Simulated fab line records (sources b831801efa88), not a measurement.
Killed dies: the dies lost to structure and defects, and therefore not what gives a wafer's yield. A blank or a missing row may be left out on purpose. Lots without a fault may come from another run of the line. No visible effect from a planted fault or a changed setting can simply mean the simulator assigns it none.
Chamber matching ; flow gf180mcu ; cmp-02 running GF_V1_CMP_26: 4 sister chambers
The step polishes, stops on SiO2, t overpolish 15 s, target thk 0 nm. 7 wafers are shown with their chamber, then 7 later ones without.

## EACH WAFER AND ITS CHAMBER
wafer;chamber;motor_current_A (A);time_to_endpoint_s (s)
L673.1;3;12.7;84
L673.5;0;11.5;80
L676.3;1;12.7;83
L676.4;3;12.5;82
L676.5;1;12.6;80
L683.1;0;12.0;81
L683.4;2;10.1;84

## WAFERS WITH NO CHAMBER GIVEN
wafer;motor_current_A (A);time_to_endpoint_s (s)
L683.6;10.5;79
L686.2;11.4;83
L686.3;12.7;81
L686.6;11.7;84
L688.2;11.7;87
L688.5;12.0;88
L688.6;12.5;86

## THE CHAMBER EACH PASSED THROUGH
wafer;from the rows above;in truth
L683.6;can't be placed: 2 or 0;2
L686.2;0;0
L686.3;can't be placed: 1 or 3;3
L686.6;can't be placed: 0 or 3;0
L688.2;can't be placed: 0 or 3 or 1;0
L688.5;can't be placed: 3 or 0 or 1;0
L688.6;can't be placed: 3 or 1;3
Placed correctly: 1 of 7. Not placeable from these rows: 6 (in 6, the candidates include the true chamber). Number placed wrongly: 0.
How it was worked out, from the rows above alone: a wafer's distance from a chamber is the root of the sum, over the readings, of the square of ((its reading less the chamber's mean) divided by the reading's scatter). The wafer belongs to the nearest chamber; if the next one is less than 2 further off, it can't be placed. For every chamber, the mean is computed from those of its wafers that are shown. The scatter: the root of (the sum of the squares of (reading less its chamber's mean) over the shown wafers, divided by (wafers less chambers)).
